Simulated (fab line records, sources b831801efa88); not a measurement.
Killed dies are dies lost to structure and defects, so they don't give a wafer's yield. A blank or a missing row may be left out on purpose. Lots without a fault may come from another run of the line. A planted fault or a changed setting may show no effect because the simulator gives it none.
fab line records | flow sky130 | part 1 of 2: steps 1 to 22 of 31
record lots=5 wafers=15 last_day=50
route steps=708 shown METAL1@447 VIA1@458
lots that met no fault: from a run of the same line without faults
start_h: hours from the record's first day to the start of the lot's first wafer shown | wait_h: hours since the lot's step before | " the same as in the row above | L1.1+2: a row that stands for several wafers | - no value, or no start given | * or withheld: withheld | < > ~ a bound
route shown NAME@n: a module of which the file shows steps, and the number in the route of the first | usual: mean/standard deviation of fault-free wafers | same: alike in all rows | chamber/n: place in a boat | sites: the reading at each site | _std_site: their standard deviation | _edge_site: outer sites' mean less inner sites' | radius_mm: how far each site lies from the wafer's centre | mask NAME#n: copy n | behind: the tool/chamber that last shaped the wafer | hold: why the lot was held/for how many hours/how that ended | device: the transistor (n, p or np) that didn't switch | end of line: the same wafers' tests at the end of the route | a step without rows: its recipe alone | killed: dies lost to structure and defects at the first sort, not the wafer's yield | map: a wafer's dies, x killed, . not, _ none there
set.NAME: the setting as run; set.NAME@STEP: as run at that earlier step | model.NAME: the simulator's own value behind a step, which no gauge read
lots at some steps of the route; a table a step, a row a wafer
services: from which hour (start_h, from the record's first day; less than 0 if before it) a tool's chamber was out of use, for how many hours, and why
## steps
# step SKY_METAL1_PEB_13
# recipe peb_temp_c=withheld peb_time_s=withheld resist=KrF-thick
# usual exhaust_pa=45.0/0.89 resist_line_temp_C=*
# columns lot.wafer tool chamber start_h wait_h exhaust_pa resist_line_temp_C
L078.3 litho_track-04 0 - - 45.4 *
L078.4 " 0 " " 45.9 *
L078.6 " 0 " " 44.4 *
L084.1 litho_track-01 0 - - 43.8 *
L084.4 " 0 " " 43.5 *
L084.5 " 0 " " 44.6 *
L087.1 litho_track-04 0 - - 44.7 *
L087.2 " 0 " " 45.0 *
L087.5 " 0 " " 45.4 *
L093.2 litho_track-04 0 - - 44.6 *
L093.5 " 0 " " 45.1 *
L093.6 " 0 " " 44.0 *
L096.2 litho_track-02 0 - - 44.0 *
L096.4 " 0 " " 43.7 *
L096.6 " 0 " " 44.3 *
# step SKY_METAL1_DEVELOP_14
# recipe develop_time_s=60 resist=KrF-thick dev_temp_c=21
# usual exhaust_pa=45.2/0.86 resist_line_temp_C=23.02/0.11
# columns lot.wafer tool chamber start_h wait_h exhaust_pa resist_line_temp_C
L078.3 litho_track-04 0 - - 45.4 22.93
L078.4 " 0 " " 46.0 23.02
L078.6 " 0 " " 46.9 23.01
L084.1 litho_track-01 0 - - 44.1 23.14
L084.4 " 0 " " 44.3 23.13
L084.5 " 0 " " 43.9 23.06
L087.1 litho_track-04 0 - - 44.9 23.17
L087.2 " 0 " " 45.4 22.93
L087.5 " 0 " " 45.1 23.04
L093.2 litho_track-04 0 - - 44.6 22.83
L093.5 " 0 " " 44.9 22.71
L093.6 " 0 " " 45.0 22.77
L096.2 litho_track-02 0 - - 44.7 22.98
L096.4 " 0 " " 45.9 23.05
L096.6 " 0 " " 46.7 23.18
# step SKY_METAL1_CD_MEAS_15
# recipe target_cd_nm=140
# usual cd_nm=140.6/1.5
# columns lot.wafer tool chamber start_h wait_h cd_nm
L078.3 cd_sem-02 - 790.70 - 139.2
L078.4 " - " " 138.0
L078.6 " - " " 137.7
L084.1 cd_sem-02 - 855.76 - 142.9
L084.4 " - " " 140.6
L084.5 " - " " 141.3
L087.1 cd_sem-02 - 866.06 - 142.8
L087.2 " - " " 141.9
L087.5 " - " " 143.5
L093.2 cd_sem-02 - 910.08 - 142.6
L093.5 " - " " 143.1
L093.6 " - " " 142.3
L096.2 cd_sem-01 - 926.77 - 139.0
L096.4 " - " " 140.2
L096.6 " - " " 140.2
# step SKY_METAL1_OVL_MEAS_16
# usual METAL1_OVL=0/5.3
# columns lot.wafer tool chamber start_h wait_h METAL1_OVL[nm]
L078.3 overlay-01 - 790.79 0.1 -3
L078.4 " - " " 1
L078.6 " - " " -1
L084.1 overlay-02 - 855.88 0.1 -6
L084.4 " - " " 5
L084.5 " - " " -6
L087.1 overlay-02 - 866.18 0.1 3
L087.2 " - " " -1
L087.5 " - " " 4
L093.2 overlay-01 - 910.19 0.1 -5
L093.5 " - " " -5
L093.6 " - " " -5
L096.2 overlay-01 - 926.88 0.1 1
L096.4 " - " " -8
L096.6 " - " " -4
# step SKY_METAL1_DESCUM_17
# recipe chemistry=O2 source_power_w=150 bias_power_w=0 pressure_mtorr=10 temp_c=40 time_s=8
# usual chamber_pressure_mTorr=10.001/0.009 drypump_motor_current_A=5.7/0.53 oes_product_au=1.005/0.0074
# columns lot.wafer tool chamber start_h wait_h chamber_pressure_mTorr drypump_motor_current_A oes_product_au rf_hours_counter_h
L078.3 rie_metal-01 1 790.83 0.0 10.014 6.0 1.005 -
L078.4 " 0 " " 9.995 5.1 1.010 -
L078.6 " 1 " " 9.994 6.0 0.997 -
L084.1 rie_metal-01 0 855.91 0.0 10.005 5.1 1.017 5
L084.4 " 0 " " 10.003 5.1 1.018 -
L084.5 " 0 " " 10.003 5.1 1.019 -
L087.1 rie_metal-04 1 866.22 0.0 10.006 5.1 1.006 14
L087.2 " 0 " " 9.985 5.9 1.005 9
L087.5 " 1 " " 9.998 5.1 1.000 -
L093.2 rie_metal-02 1 910.22 0.0 9.987 6.1 1.006 0
L093.5 " 0 " " 10.005 6.5 1.005 -
L093.6 " 1 " " 10.000 6.0 1.011 -
L096.2 rie_metal-04 1 926.91 0.0 10.012 5.1 0.992 17
L096.4 " 0 " " 9.979 5.9 1.017 -
L096.6 " 1 " " 10.013 5.1 0.999 -
# step SKY_METAL1_ETCH_18
# recipe chemistry=N2/H2 target=BARC ion_energy_ev=200 bias_w=100 pressure_mtorr=30 n2_flow_sccm=100 h2_flow_sccm=200 icp_w=500 stop_on=SiO2 time_s=45.9 target_depth_a=600
# usual chamber_pressure_mTorr=30.000/0.026 drypump_motor_current_A=5.7/0.53 oes_product_au=0.855/0.0048 throttle_valve_pct=13.225/0.0085
# columns lot.wafer tool chamber start_h wait_h chamber_pressure_mTorr drypump_motor_current_A oes_product_au rf_hours_counter_h throttle_valve_pct
L078.3 rie_metal-01 1 790.87 0.0 29.977 6.0 0.846 - 13.233
L078.4 " 0 " " 30.005 5.1 0.861 - 13.224
L078.6 " 1 " " 30.025 6.0 0.854 - 13.209
L084.1 rie_metal-01 0 855.98 0.1 30.035 5.1 0.851 5 13.225
L084.4 " 0 " " 30.014 5.1 0.852 - 13.227
L084.5 " 0 " " 29.990 5.1 0.859 - 13.211
L087.1 rie_metal-04 1 866.25 0.0 29.984 5.1 0.853 14 13.239
L087.2 " 0 " " 29.974 5.9 0.854 9 13.223
L087.5 " 1 " " 30.031 5.1 0.853 - 13.234
L093.2 rie_metal-02 1 910.25 0.0 29.987 6.0 0.857 0 13.220
L093.5 " 0 " " 30.015 6.6 0.851 - 13.208
L093.6 " 1 " " 30.015 6.0 0.852 - 13.233
L096.2 rie_metal-04 1 926.94 0.0 29.988 5.1 0.856 17 13.240
L096.4 " 0 " " 30.026 5.9 0.862 - 13.205
L096.6 " 1 " " 30.033 5.1 0.855 - 13.223
# step SKY_METAL1_METAL_ETCH_19
# recipe target_depth_a=3600 stop_on=SiO2 over_etch_frac=0.3 time_s=78 chemistry=Cl2/BCl3 resist_sidewall_deg=88 pressure_mtorr=10 icp_w=900 bias_w=48.5 Cl2_flow_sccm=60 bcl3_flow_sccm=30
# usual chamber_pressure_mTorr=10.000/0.0085 drypump_motor_current_A=5.7/0.52 oes_product_au=0.855/0.0053 throttle_valve_pct=22.264/0.0093
# columns lot.wafer tool chamber start_h wait_h chamber_pressure_mTorr drypump_motor_current_A oes_product_au rf_hours_counter_h throttle_valve_pct
L078.3 rie_metal-01 1 790.94 0.1 10.001 6.0 0.854 - 22.258
L078.4 " 0 " " 9.995 5.1 0.853 - 22.262
L078.6 " 1 " " 10.005 6.0 0.855 - 22.273
L084.1 rie_metal-01 0 856.10 0.1 10.002 5.1 0.852 5 22.268
L084.4 " 0 " " 9.998 5.1 0.857 - 22.277
L084.5 " 0 " " 9.990 5.1 0.861 - 22.268
L087.1 rie_metal-04 1 866.31 0.0 9.983 5.1 0.843 14 22.262
L087.2 " 0 " " 10.014 5.9 0.850 9 22.265
L087.5 " 1 " " 10.003 5.1 0.854 - 22.269
L093.2 rie_metal-02 1 910.31 0.0 10.002 6.0 0.858 0 22.274
L093.5 " 0 " " 9.991 6.5 0.862 - 22.249
L093.6 " 1 " " 9.997 6.1 0.851 - 22.262
L096.2 rie_metal-04 1 927.01 0.0 9.999 5.1 0.848 17 22.254
L096.4 " 0 " " 9.998 5.9 0.855 - 22.259
L096.6 " 1 " " 10.001 5.1 0.846 - 22.259
# step SKY_METAL1_STRIP_20
# recipe chemistry=O2/N2 power_w=1400 pressure_mtorr=1500 platen_temp_c=withheld o2_flow_sccm=3000 n2_flow_sccm=300 overash_fraction=0.5
# usual chamber_pressure_mTorr=1499.9/1.3 drypump_motor_current_A=5.5/0.4 oes_product_au=0.342/0.0051 strip_time_to_endpoint_s=2.67/0.037
# columns lot.wafer tool chamber start_h wait_h chamber_pressure_mTorr drypump_motor_current_A oes_product_au rf_hours_counter_h strip_time_to_endpoint_s
L078.3 plasma_asher-04 0 791.03 0.1 1499.6 5.2 0.345 - 2.68
L078.4 " 1 " " 1498.4 4.7 0.336 - 2.63
L078.6 " 0 " " 1500.2 5.2 0.340 - 2.64
L084.1 plasma_asher-02 0 856.28 0.1 1497.5 5.4 0.344 43 2.61
L084.4 " 0 " " 1499.0 5.5 0.332 - 2.63
L084.5 " 0 " " 1499.8 5.5 0.339 - 2.61
L087.1 plasma_asher-03 1 866.40 0.1 1500.4 5.6 0.346 103 2.75
L087.2 " 0 " " 1500.3 6.0 0.350 103 2.71
L087.5 " 0 " " 1498.6 6.0 0.347 - 2.74
L093.2 plasma_asher-04 1 910.40 0.1 1497.3 4.7 0.340 79 2.65
L093.5 " 0 " " 1501.1 5.2 0.337 - 2.68
L093.6 " 1 " " 1498.2 4.7 0.347 - 2.67
L096.2 plasma_asher-04 0 927.10 0.1 1499.4 5.2 0.339 81 2.68
L096.4 " 1 " " 1498.3 4.7 0.341 - 2.61
L096.6 " 1 " " 1501.9 4.7 0.343 - 2.73
# step SKY_METAL1_STRIP_21
# recipe chemistry=post_etch_residue_remover time_s=1200 temp_c=72.5
# usual bath_heat_duty_pct=14.4/1.8
# columns lot.wafer tool chamber start_h wait_h bath_heat_duty_pct
L078.3 wet_bench-02 3 791.10 0.0 13.1
L078.4 " 3 " " 12.3
L078.6 " 3 " " 12.9
L084.1 wet_bench-01 1 856.38 0.1 17.1
L084.4 " 1 " " 18.5
L084.5 " 1 " " 18.9
L087.1 wet_bench-03 1 866.50 0.1 13.8
L087.2 " 1 " " 11.9
L087.5 " 1 " " 12.9
L093.2 wet_bench-03 2 910.50 0.1 15.5
L093.5 " 2 " " 13.0
L093.6 " 2 " " 13.2
L096.2 wet_bench-03 3 927.20 0.1 14.0
L096.4 " 3 " " 13.5
L096.6 " 3 " " 14.4
# step SKY_METAL1_CLEAN_22
# recipe chemistry=IPA time_s=180 temp_c=25
# usual bath_heat_duty_pct=6.8/0.9
# columns lot.wafer tool chamber start_h wait_h bath_heat_duty_pct
L078.3 wet_bench-01 2 791.44 0.0 8.1
L078.4 " 2 " " 8.8
L078.6 " 2 " " 6.9
L084.1 wet_bench-02 2 856.76 0.0 6.7
L084.4 " 2 " " 5.9
L084.5 " 2 " " 6.7
L087.1 wet_bench-01 0 866.84 0.0 7.3
L087.2 " 0 " " 7.6
L087.5 " 0 " " 6.9
L093.2 wet_bench-01 2 911.19 0.0 7.6
L093.5 " 2 " " 8.4
L093.6 " 2 " " 7.9
L096.2 wet_bench-01 0 927.54 0.0 6.5
L096.4 " 0 " " 7.5
L096.6 " 0 " " 7.2
# step SKY_METAL1_CLEAN_23
# recipe chemistry=O3/DIW dry=n2_spin
# columns lot.wafer tool chamber start_h wait_h
L078.3+4+6 wet_bench-03 2 791.50 0.0
L084.1+4+5 wet_bench-03 3 856.82 0.0
L087.1+2+5 wet_bench-03 2 866.90 0.0
L093.2+5+6 wet_bench-03 2 911.24 0.0
L096.2+4+6 wet_bench-02 1 927.60 0.0
# step SKY_VIA1_HDPCVD_00
# recipe material=SiO2 target_thk_nm=1030 sigma_open_frac=0.3 time_s=171.7 temp_c=400 sih4_flow_sccm=60 pressure_mtorr=6
# columns lot.wafer tool chamber start_h wait_h
L078.3+4+6 hdpcvd-01 1,0,2 791.60 0.0
L084.1+4+5 hdpcvd-01 2,0,2 856.91 0.0
L087.1+2+5 hdpcvd-01 1,2,2 866.99 0.0
L093.2+5+6 hdpcvd-01 0,0,2 911.43 0.0
L096.2+4+6 hdpcvd-02 2,1,2 927.80 0.0
# step SKY_VIA1_THK_MEAS_01
# recipe reads=SiO2_of_VIA1_HDPCVD_00
# usual VIA1_HDPCVD_THK=1028/11
# columns lot.wafer tool chamber start_h wait_h VIA1_HDPCVD_THK[nm]
L078.3 film_metro-03 - 791.73 0.1 1039
L078.4 " - " " 1016
L078.6 " - " " 1028
L084.1 film_metro-02 - 857.02 0.1 1035
L084.4 " - " " 1032
L084.5 " - " " 1048
L087.1 film_metro-01 - 867.11 0.1 1021
L087.2 " - " " 1025
L087.5 " - " " 1027
L093.2 film_metro-02 - 911.55 0.1 1015
L093.5 " - " " 1027
L093.6 " - " " 1022
L096.2 film_metro-03 - 927.92 0.1 1027
L096.4 " - " " 1025
L096.6 " - " " 1029
# step SKY_VIA1_CMP_02
# recipe material=SiO2 down_force_psi=4 platen_rpm=60 pad_velocity_m_s=0.94248
# usual motor_current_A=12.2/1.7
# columns lot.wafer tool chamber start_h wait_h motor_current_A
L078.3 cmp-02 2 791.82 0.1 11.3
L078.4 " 0 " " 16.0
L078.6 " 2 " " 11.0
L084.4 cmp-02 1 857.08 0.0 14.9
L084.1 " 0 " " 14.9
L084.5 " 1 " " 14.8
L087.1 cmp-01 3 867.27 0.1 11.9
L087.2 " 0 " " 12.7
L087.5 " 1 " " 9.6
L093.2 cmp-01 3 911.70 0.1 11.2
L093.5 " 1 " " 10.0
L093.6 " 2 " " 12.0
L096.4 cmp-02 1 927.97 0.0 15.1
L096.2 " 2 " " 11.3
L096.6 " 1 " " 15.1
# step SKY_VIA1_BOW_MEAS_03
# recipe mode=bow
# usual VIA1_BOW=79/7.6
# columns lot.wafer tool chamber start_h wait_h VIA1_BOW[um]
L078.3 film_metro-02 - 792.11 0.2 86
L078.4 " - " " 95
L078.6 " - " " 94
L084.1 film_metro-03 - 857.38 0.1 79
L084.4 " - " " 83
L084.5 " - " " 78
L087.1 film_metro-02 - 867.47 0.1 64
L087.2 " - " " 79
L087.5 " - " " 69
L093.2 film_metro-03 - 911.92 0.2 83
L093.5 " - " " 77
L093.6 " - " " 82
L096.2 film_metro-02 - 928.29 0.2 83
L096.4 " - " " 66
L096.6 " - " " 88
# step SKY_VIA1_DEHYDRATE_04
# recipe temp_c=200 time_s=60
# usual exhaust_pa=45.1/0.78 plate_temp_C=200.03/0.18 resist_line_temp_C=23.01/0.083
# columns lot.wafer tool chamber start_h wait_h exhaust_pa plate_temp_C resist_line_temp_C
L078.3 litho_track-02 0 805.10 13.0 44.9 200.15 22.90
L078.4 " 0 " " 46.3 200.29 23.01
L078.6 " 0 " " 46.5 200.23 22.97
L084.1 litho_track-03 0 869.71 12.3 44.6 200.20 22.97
L084.4 " 0 " " 45.5 200.01 22.87
L084.5 " 0 " " 44.5 200.10 22.90
L087.1 litho_track-03 0 879.81 12.3 44.9 200.39 23.02
L087.2 " 0 " " 44.9 200.18 23.12
L087.5 " 0 " " 45.8 200.31 22.97
L093.2 litho_track-01 0 923.43 11.5 45.5 200.14 22.93
L093.5 " 0 " " 44.9 200.15 22.97
L093.6 " 0 " " 45.5 200.05 23.04
L096.2 litho_track-02 0 939.73 11.4 45.1 200.01 22.94
L096.4 " 0 " " 44.2 200.15 23.01
L096.6 " 0 " " 45.0 200.06 23.09
# step SKY_VIA1_HMDS_05
# recipe prime_time_s=60 prime_temp_c=120
# usual exhaust_pa=45.0/1.1 resist_line_temp_C=23.00/0.11
# columns lot.wafer tool chamber start_h wait_h exhaust_pa resist_line_temp_C
L078.3 litho_track-02 0 805.25 0.1 45.2 23.00
L078.4 " 0 " " 43.6 22.95
L078.6 " 0 " " 44.3 23.10
L084.1 litho_track-03 0 869.86 0.1 45.5 23.16
L084.4 " 0 " " 43.6 23.09
L084.5 " 0 " " 44.7 23.07
L087.1 litho_track-03 0 879.96 0.1 45.8 23.21
L087.2 " 0 " " 45.9 23.08
L087.5 " 0 " " 45.4 23.06
L093.2 litho_track-01 0 923.58 0.1 44.7 22.83
L093.5 " 0 " " 42.8 22.72
L093.6 " 0 " " 44.0 22.97
L096.2 litho_track-02 0 939.88 0.1 45.1 23.05
L096.4 " 0 " " 46.6 23.07
L096.6 " 0 " " 45.6 23.07
# step SKY_VIA1_COAT_06
# recipe resist=BARC temp_c=withheld time_s=withheld spin_rpm=3000 resist_thk_nm=60
# usual exhaust_pa=45.1/0.9 resist_line_temp_C=*
# columns lot.wafer tool chamber start_h wait_h exhaust_pa resist_line_temp_C
L078.3 litho_track-02 0 805.40 0.1 45.1 *
L078.4 " 0 " " 45.8 *
L078.6 " 0 " " 45.2 *
L084.1 litho_track-03 0 870.01 0.1 43.3 *
L084.4 " 0 " " 44.5 *
L084.5 " 0 " " 45.1 *
L087.1 litho_track-03 0 880.11 0.1 44.3 *
L087.2 " 0 " " 44.4 *
L087.5 " 0 " " 43.9 *
L093.2 litho_track-01 0 923.73 0.1 42.5 *
L093.5 " 0 " " 43.5 *
L093.6 " 0 " " 42.5 *
L096.2 litho_track-02 0 940.03 0.1 44.9 *
L096.4 " 0 " " 44.8 *
L096.6 " 0 " " 45.1 *
# step SKY_VIA1_COAT_07
# recipe resist=KrF-thick spin_rpm=3000 resist_thk_nm=450
# usual exhaust_pa=45.0/0.9 resist_line_temp_C=23.03/0.1
# columns lot.wafer tool chamber start_h wait_h exhaust_pa resist_line_temp_C
L078.3 litho_track-02 0 - - 45.9 22.88
L078.4 " 0 " " 46.5 22.90
L078.6 " 0 " " 44.2 22.90
L084.1 litho_track-03 0 - - 45.2 23.04
L084.4 " 0 " " 44.7 23.00
L084.5 " 0 " " 44.8 23.01
L087.1 litho_track-03 0 - - 44.6 22.93
L087.2 " 0 " " 43.9 23.14
L087.5 " 0 " " 44.3 23.01
L093.2 litho_track-01 0 - - 44.8 22.84
L093.5 " 0 " " 44.9 23.05
L093.6 " 0 " " 44.5 22.97
L096.2 litho_track-02 0 - - 45.5 23.06
L096.4 " 0 " " 44.4 23.01
L096.6 " 0 " " 43.8 23.25
# step SKY_VIA1_SOFTBAKE_08
# recipe temp_c=100 time_s=90 resist=KrF-thick
# usual exhaust_pa=44.9/0.92 plate_temp_C=99.98/0.13 resist_line_temp_C=23.01/0.099
# columns lot.wafer tool chamber start_h wait_h exhaust_pa plate_temp_C resist_line_temp_C
L078.3 litho_track-02 0 - - 45.7 99.80 23.04
L078.4 " 0 " " 44.6 99.95 23.08
L078.6 " 0 " " 44.2 99.85 22.95
L084.1 litho_track-03 0 - - 43.0 100.17 23.06
L084.4 " 0 " " 44.6 100.25 22.93
L084.5 " 0 " " 44.4 100.18 22.89
L087.1 litho_track-03 0 - - 46.4 100.01 22.95
L087.2 " 0 " " 46.6 99.66 23.00
L087.5 " 0 " " 45.8 99.86 22.89
L093.2 litho_track-01 0 - - 42.7 99.91 22.95
L093.5 " 0 " " 43.4 99.98 22.99
L093.6 " 0 " " 44.4 100.10 23.06
L096.2 litho_track-02 0 - - 44.7 99.73 23.13
L096.4 " 0 " " 43.8 99.88 23.24
L096.6 " 0 " " 45.2 99.76 22.97
# step SKY_VIA1_EXPOSE_09
# recipe mask_id=VIM na=0.8 source_shape=annular sigma_inner=0.55 sigma_outer=0.85 target_cd_nm=150 dose_mj=38
# usual stage_vel_mm_s=500.05/0.25
# columns lot.wafer tool chamber start_h wait_h mask stage_vel_mm_s
L078.3 krf_scanner-01 0 - - VIM#0 499.92
L078.4 " 0 " " VIM#0 500.30
L078.6 " 0 " " VIM#0 500.16
L084.1 krf_scanner-01 0 - - VIM#0 500.45
L084.4 " 0 " " VIM#0 499.45
L084.5 " 0 " " VIM#0 500.57
L087.1 krf_scanner-01 0 - - VIM#0 500.17
L087.2 " 0 " " VIM#0 500.25
L087.5 " 0 " " VIM#0 500.30
L093.2 krf_scanner-02 0 - - VIM#0 499.79
L093.5 " 0 " " VIM#0 500.29
L093.6 " 0 " " VIM#0 500.20
L096.2 krf_scanner-01 0 - - VIM#0 500.22
L096.4 " 0 " " VIM#0 500.42
L096.6 " 0 " " VIM#0 500.15
# step SKY_VIA1_PEB_10
# recipe peb_temp_c=withheld peb_time_s=withheld resist=KrF-thick
# usual exhaust_pa=45.1/0.88 resist_line_temp_C=*
# columns lot.wafer tool chamber start_h wait_h exhaust_pa resist_line_temp_C
L078.3 litho_track-01 0 - - 44.1 *
L078.4 " 0 " " 45.2 *
L078.6 " 0 " " 46.2 *
L084.1 litho_track-02 0 - - 46.4 *
L084.4 " 0 " " 45.6 *
L084.5 " 0 " " 45.6 *
L087.1 litho_track-01 0 - - 45.9 *
L087.2 " 0 " " 45.4 *
L087.5 " 0 " " 45.7 *
L093.2 litho_track-03 0 - - 45.1 *
L093.5 " 0 " " 45.2 *
L093.6 " 0 " " 45.4 *
L096.2 litho_track-03 0 - - 45.4 *
L096.4 " 0 " " 45.0 *
L096.6 " 0 " " 45.0 *
